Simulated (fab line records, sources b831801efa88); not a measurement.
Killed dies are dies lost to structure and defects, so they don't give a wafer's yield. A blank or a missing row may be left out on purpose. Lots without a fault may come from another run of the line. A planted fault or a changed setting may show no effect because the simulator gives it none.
fab line records | flow sky130
record lots=12 wafers=36 last_day=50
route steps=708 shown LDD_HVP@285 SD_N@349 SD_P@359 LOCAL_INTERCONNECT@400 PAD_OPEN@708
lots that met no fault: from a run of the same line without faults
start_h: hours from the record's first day to the start of the lot's first wafer shown | wait_h: hours since the lot's step before | " the same as in the row above | L1.1+2: a row that stands for several wafers | - no value, or no start given | * or withheld: withheld | < > ~ a bound
route shown NAME@n: a module of which the file shows steps, and the number in the route of the first | usual: mean/standard deviation of fault-free wafers | same: alike in all rows | chamber/n: place in a boat | sites: the reading at each site | _std_site: their standard deviation | _edge_site: outer sites' mean less inner sites' | radius_mm: how far each site lies from the wafer's centre | mask NAME#n: copy n | behind: the tool/chamber that last shaped the wafer | hold: why the lot was held/for how many hours/how that ended | device: the transistor (n, p or np) that didn't switch | end of line: the same wafers' tests at the end of the route | a step without rows: its recipe alone | killed: dies lost to structure and defects at the first sort, not the wafer's yield | map: a wafer's dies, x killed, . not, _ none there
set.NAME: the setting as run; set.NAME@STEP: as run at that earlier step | model.NAME: the simulator's own value behind a step, which no gauge read
steps of the route over a sample of lots; a table a step, a row a wafer
services: from which hour (start_h, from the record's first day; less than 0 if before it) a tool's chamber was out of use, for how many hours, and why
## steps
# step SKY_LDD_HVP_OVL_MEAS_07
# usual LDD_HVP_OVL=0.0/1.2
# columns lot.wafer tool chamber start_h wait_h LDD_HVP_OVL[nm]
L850.1 overlay-02 - 514.76 0.1 -0.5
L850.2 " - " " -0.2
L850.3 " - " " 0.9
L851.2 overlay-01 - 537.95 0.1 -2.0
L851.3 " - " " -1.1
L851.4 " - " " -1.8
L853.1 overlay-01 - 539.61 0.1 0.5
L853.3 " - " " 1.2
L853.4 " - " " 0.0
L854.2 overlay-02 - 556.90 0.1 0.6
L854.5 " - " " 0.4
L854.6 " - " " -0.7
L856.1 overlay-02 - 557.81 0.1 -0.3
L856.4 " - " " -1.1
L856.6 " - " " 0.7
L860.1 overlay-01 - 593.51 0.1 0.6
L860.3 " - " " 0.8
L860.5 " - " " -0.1
L862.3 overlay-01 - 604.57 0.1 0.5
L862.4 " - " " 1.2
L862.5 " - " " 0.9
L863.4 overlay-02 - 622.83 0.1 0.3
L863.5 " - " " 1.1
L863.6 " - " " 2.8
L867.1 overlay-02 - 646.01 0.1 -0.2
L867.3 " - " " -0.3
L867.5 " - " " 0.3
L869.1 overlay-02 - 663.11 0.1 1.5
L869.3 " - " " 0.5
L869.6 " - " " -0.2
L872.4 overlay-01 - 674.81 0.1 1.6
L872.5 " - " " 0.4
L872.6 " - " " 1.3
L873.2 overlay-02 - 680.32 0.1 -1.7
L873.3 " - " " -2.0
L873.6 " - " " -2.2
# step SKY_SD_N_CD_MEAS_07
# recipe target_cd_nm=380
# usual cd_nm=381/3.1
# columns lot.wafer tool chamber start_h wait_h cd_nm
L850.1 cd_sem-01 - 664.06 0.1 377
L850.2 " - " " 376
L850.3 " - " " 378
L851.2 cd_sem-01 - 686.33 0.1 385
L851.3 " - " " 385
L851.4 " - " " 383
L853.1 cd_sem-02 - 688.17 0.1 380
L853.3 " - " " 379
L853.4 " - " " 375
L856.1 cd_sem-01 - 704.31 0.1 382
L856.4 " - " " 384
L856.6 " - " " 386
L854.2 cd_sem-02 - 705.04 0.1 383
L854.5 " - " " 384
L854.6 " - " " 381
L860.1 cd_sem-01 - 738.86 0.1 378
L860.3 " - " " 379
L860.5 " - " " 380
L862.3 cd_sem-02 - 748.30 0.1 387
L862.4 " - " " 387
L862.5 " - " " 386
L863.4 cd_sem-02 - 764.97 0.1 385
L863.5 " - " " 380
L863.6 " - " " 383
L867.1 cd_sem-02 - 785.97 0.1 377
L867.3 " - " " 379
L867.5 " - " " 379
L869.1 cd_sem-02 - 801.79 0.2 381
L869.3 " - " " 381
L869.6 " - " " 383
L872.4 cd_sem-02 - 811.97 0.1 379
L872.5 " - " " 379
L872.6 " - " " 376
L873.2 cd_sem-01 - 819.38 0.1 379
L873.3 " - " " 380
L873.6 " - " " 379
# step SKY_SD_N_RTA_14
# recipe temp_c=1075 time_s=2 idle_temp_c=650 ramp_up_c_per_s=150 ramp_down_c_per_s=90 ambient=N2
# usual lamp_power_pct=15.74/0.051 wafer_temp_C_max=1078.1/1.2
# columns lot.wafer tool chamber start_h wait_h lamp_power_pct wafer_temp_C_max
L850.1 rtp_anneal-02 0 664.73 0.0 15.79 1077.0
L850.2 " 0 " " 15.76 1080.3
L850.3 " 0 " " 15.67 1077.7
L851.2 rtp_anneal-01 0 686.99 0.0 15.81 1078.1
L851.3 " 0 " " 15.72 1078.7
L851.4 " 0 " " 15.81 1079.5
L853.1 rtp_anneal-02 0 688.84 0.0 15.71 1077.9
L853.3 " 0 " " 15.80 1077.7
L853.4 " 0 " " 15.82 1080.7
L856.1 rtp_anneal-01 0 704.97 0.0 15.77 1078.3
L856.4 " 0 " " 15.73 1079.6
L856.6 " 0 " " 15.82 1077.4
L854.2 rtp_anneal-02 0 705.69 0.0 15.76 1079.4
L854.5 " 0 " " 15.74 1079.0
L854.6 " 0 " " 15.69 1078.7
L860.1 rtp_anneal-02 0 739.53 0.0 15.33 1079.2
L860.3 " 0 " " 15.36 1077.6
L860.5 " 0 " " 15.32 1076.8
L862.3 rtp_anneal-02 0 748.95 0.0 15.41 1077.5
L862.4 " 0 " " 15.22 1078.3
L862.5 " 0 " " 15.19 1077.6
L863.4 rtp_anneal-01 0 765.60 0.0 15.71 1078.0
L863.5 " 0 " " 15.68 1078.3
L863.6 " 0 " " 15.71 1077.4
L867.1 rtp_anneal-01 0 786.64 0.0 15.74 1079.1
L867.3 " 0 " " 15.73 1077.7
L867.5 " 0 " " 15.80 1081.2
L869.1 rtp_anneal-01 0 802.45 0.0 15.68 1076.5
L869.3 " 0 " " 15.71 1078.3
L869.6 " 0 " " 15.65 1077.7
L872.4 rtp_anneal-01 0 812.61 0.0 15.78 1076.4
L872.5 " 0 " " 15.78 1077.7
L872.6 " 0 " " 15.82 1077.1
L873.2 rtp_anneal-01 0 820.03 0.0 15.75 1077.0
L873.3 " 0 " " 15.84 1079.0
L873.6 " 0 " " 15.78 1078.2
# step SKY_SD_N_RS_MEAS_16
# recipe thk_meas_gauge=four-point-probe
# usual SD_N_RS=68.57/0.12
# columns lot.wafer tool chamber start_h wait_h SD_N_RS[ohm/sq]
L850.1 film_metro-01 - 664.90 0.1 68.57
L850.2 " - " " 68.72
L850.3 " - " " 68.70
L851.2 film_metro-01 - 687.18 0.1 68.68
L851.3 " - " " 68.61
L851.4 " - " " 68.50
L853.1 film_metro-03 - 689.01 0.1 68.69
L853.3 " - " " 68.59
L853.4 " - " " 68.76
L856.1 film_metro-03 - 705.15 0.1 68.69
L856.4 " - " " 68.55
L856.6 " - " " 68.62
L854.2 film_metro-02 - 705.88 0.1 68.60
L854.5 " - " " 68.57
L854.6 " - " " 68.64
L860.1 film_metro-03 - 739.70 0.1 70.70
L860.3 " - " " 70.77
L860.5 " - " " 70.59
L862.3 film_metro-02 - 749.14 0.1 70.71
L862.4 " - " " 70.46
L862.5 " - " " 70.59
L863.4 film_metro-02 - 765.81 0.1 68.60
L863.5 " - " " 68.68
L863.6 " - " " 68.41
L867.1 film_metro-02 - 786.81 0.1 68.66
L867.3 " - " " 68.59
L867.5 " - " " 68.61
L869.1 film_metro-02 - 802.63 0.1 68.58
L869.3 " - " " 68.36
L869.6 " - " " 68.58
L872.4 film_metro-02 - 812.81 0.1 68.29
L872.5 " - " " 68.37
L872.6 " - " " 68.30
L873.2 film_metro-03 - 820.22 0.1 68.53
L873.3 " - " " 68.54
L873.6 " - " " 68.48
# step SKY_SD_N_RS_MEAS_17
# recipe thk_meas_gauge=four-point-probe
# usual SD_P_RS=147.2/0.42
# columns lot.wafer tool chamber start_h wait_h SD_P_RS[ohm/sq]
L850.1 film_metro-01 - 665.02 0.1 147.1
L850.2 " - " " 147.6
L850.3 " - " " 147.3
L851.2 film_metro-01 - 687.30 0.1 147.1
L851.3 " - " " 146.9
L851.4 " - " " 147.1
L853.1 film_metro-03 - 689.13 0.1 147.2
L853.3 " - " " 147.5
L853.4 " - " " 147.2
L856.1 film_metro-03 - 705.27 0.1 147.9
L856.4 " - " " 147.6
L856.6 " - " " 147.6
L854.2 film_metro-02 - 706.00 0.1 147.3
L854.5 " - " " 147.0
L854.6 " - " " 147.3
L860.1 film_metro-03 - 739.82 0.1 158.2
L860.3 " - " " 158.5
L860.5 " - " " 158.2
L862.3 film_metro-02 - 749.26 0.1 158.4
L862.4 " - " " 158.4
L862.5 " - " " 158.4
L863.4 film_metro-02 - 765.93 0.1 147.5
L863.5 " - " " 147.6
L863.6 " - " " 147.2
L867.1 film_metro-02 - 786.93 0.1 147.1
L867.3 " - " " 146.7
L867.5 " - " " 146.6
L869.1 film_metro-02 - 802.75 0.1 147.0
L869.3 " - " " 147.2
L869.6 " - " " 147.3
L872.4 film_metro-02 - 812.93 0.1 146.2
L872.5 " - " " 146.5
L872.6 " - " " 146.5
L873.2 film_metro-03 - 820.34 0.1 146.9
L873.3 " - " " 146.8
L873.6 " - " " 147.3
# step SKY_LOCAL_INTERCONNECT_ETCH_13
# recipe chemistry=N2/H2 target=BARC ion_energy_ev=200 bias_w=100 pressure_mtorr=30 n2_flow_sccm=100 h2_flow_sccm=200 icp_w=500 stop_on=SiO2 time_s=45.9 target_depth_a=600
# usual drypump_motor_current_A=5.9/0.49 oes_product_au=0.855/0.0053 throttle_valve_pct=13.225/0.0095
# columns lot.wafer tool chamber start_h wait_h drypump_motor_current_A oes_product_au rf_hours_counter_h throttle_valve_pct
L850.1 rie_metal-02 1 722.57 0.0 6.0 0.857 0 13.234
L850.2 " 0 " " 5.0 0.853 10 13.227
L850.3 " 0 " " 5.1 0.849 - 13.239
L851.2 rie_metal-01 0 744.72 0.0 6.0 0.853 15 13.215
L851.3 " 1 " " 6.2 0.862 - 13.232
L851.4 " 0 " " 6.0 0.841 - 13.238
L853.1 rie_metal-04 1 746.12 0.0 5.4 0.853 4 13.221
L853.3 " 1 " " 5.4 0.856 - 13.221
L853.4 " 0 " " 6.6 0.851 - 13.232
L856.1 rie_metal-02 0 761.97 0.0 5.1 0.860 12 13.212
L856.4 " 1 " " 6.0 0.852 - 13.225
L856.6 " 0 " " 5.1 0.850 - 13.226
L854.2 rie_metal-04 1 764.27 0.0 5.4 0.861 5 13.219
L854.5 " 0 " " 6.6 0.856 - 13.235
L854.6 " 1 " " 5.4 0.854 - 13.221
L860.1 rie_metal-04 1 794.82 0.0 5.5 0.857 5 13.236
L860.3 " 1 " " 5.4 0.857 - 13.215
L860.5 " 0 " " 6.6 0.855 - 13.230
L862.3 rie_metal-01 1 804.35 0.0 6.2 0.854 - 13.208
L862.4 " 0 " " 6.0 0.847 - 13.221
L862.5 " 0 " " 5.9 0.859 - 13.223
L863.4 rie_metal-02 0 822.04 0.0 5.1 0.863 - 13.227
L863.5 " 1 " " 6.0 0.859 - 13.230
L863.6 " 0 " " 5.1 0.852 - 13.223
L867.1 rie_metal-04 1 841.87 0.0 5.4 0.854 7 13.215
L867.3 " 1 " " 5.4 0.862 - 13.254
L867.5 " 1 " " 5.4 0.860 - 13.217
L869.1 rie_metal-04 0 858.30 0.0 6.6 0.855 10 13.216
L869.3 " 1 " " 5.4 0.864 - 13.220
L869.6 " 1 " " 5.4 0.848 - 13.244
L872.4 rie_metal-02 1 867.48 0.1 6.0 0.858 - 13.222
L872.5 " 1 " " 6.0 0.850 - 13.222
L872.6 " 1 " " 6.0 0.862 - 13.216
L873.2 rie_metal-01 1 874.27 0.0 6.1 0.853 10 13.249
L873.3 " 0 " " 5.9 0.858 - 13.216
L873.6 " 1 " " 6.1 0.858 - 13.230
# step SKY_PAD_OPEN_PROBE_99
# usual killed_at_M0_to_M3=44/6.5 killed_at_M4_up=3.3/1.9 killed_at_contacts=24/5.3 killed_at_front_end=15/4.5 killed_at_other=0.3/0.58 killed_dies=87/9.3 killed_open=48/6.6 killed_short=39/6.1
# same gross_dies=492 killed_at_back_side=0
# columns lot.wafer tool chamber start_h wait_h killed_at_M0_to_M3 killed_at_M4_up killed_at_contacts killed_at_front_end killed_at_other killed_dies killed_open killed_short
L867.5 prober-01 - 1175.08 0.2 56 0 27 28 0 111 56 55
# killed by level:class
L867.5 VIA1:geometric_particle:open=12 VIA1:geometric_particle:short=9 LI_CONTACT:geometric_particle:open=8 CONTACT:geometric_particle:open=8 VIA3:geometric_particle:open=8 FIELD_ISO:geometric_particle:short=7 VIA3:geometric_particle:short=7 LOCAL_INTERCONNECT:geometric_particle:short=6
## services
# columns tool chamber start_h hours kind
rie_metal-04 - 653.15 2.4 repair
rie_metal-02 1 676.28 - clean
rie_metal-02 1 676.28 26.2 scheduled_down
rie_metal-02 1 676.28 26.2 vent_cycle
rie_metal-01 - 735.27 1.3 repair
rie_metal-04 1 746.35 6.7 repair
rie_metal-02 1 748.60 11.2 repair
rie_metal-01 0 764.40 - clean
rie_metal-01 0 764.40 23.6 scheduled_down
rie_metal-01 0 764.40 23.6 vent_cycle
rie_metal-01 - 814.09 0.9 repair
rie_metal-02 1 815.48 4.7 repair
rie_metal-04 - 843.76 1.0 repair
rie_metal-02 0 848.34 - clean
rie_metal-02 0 848.34 26.3 scheduled_down
rie_metal-02 0 848.34 26.3 vent_cycle
rie_metal-01 1 848.96 3.0 repair
rie_metal-01 - 868.67 0.7 repair
## key
first_sign step=SKY_SD_N_RTA_14 reading=lamp_power_pct direction=down sigmas=8.5 usual=15.74 struck=15.31
effect step=SKY_SD_N_RS_MEAS_16 reading=SD_N_RS direction=up sigmas=17 usual=68.57 struck=70.64
effect step=SKY_SD_N_RS_MEAS_17 reading=SD_P_RS direction=up sigmas=27 usual=147.2 struck=158.3
met_at SKY_SD_N_RTA_14
struck_lots L860,L862
tester_left_out L860,L862
not_acting_at SKY_LDD_HVP_OVL_MEAS_07,SKY_SD_N_CD_MEAS_07,SKY_LOCAL_INTERCONNECT_ETCH_13
onset_between 705.69 739.53
fault kind=process_parameter_drift tool=rtp_anneal-02 chamber=- onset_h=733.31 steps=SKY_SD_N_RTA_14 channel=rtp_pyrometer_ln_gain offset=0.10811 shape=step end_h=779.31
# tester_left_out: of these lots the tester's yield and bins aren't shown, on N5 and GAA mostly nor the transistor test; their killed dies are dies lost to structure and defects alone, not to doping, threshold or leakage, so they don't give the yield
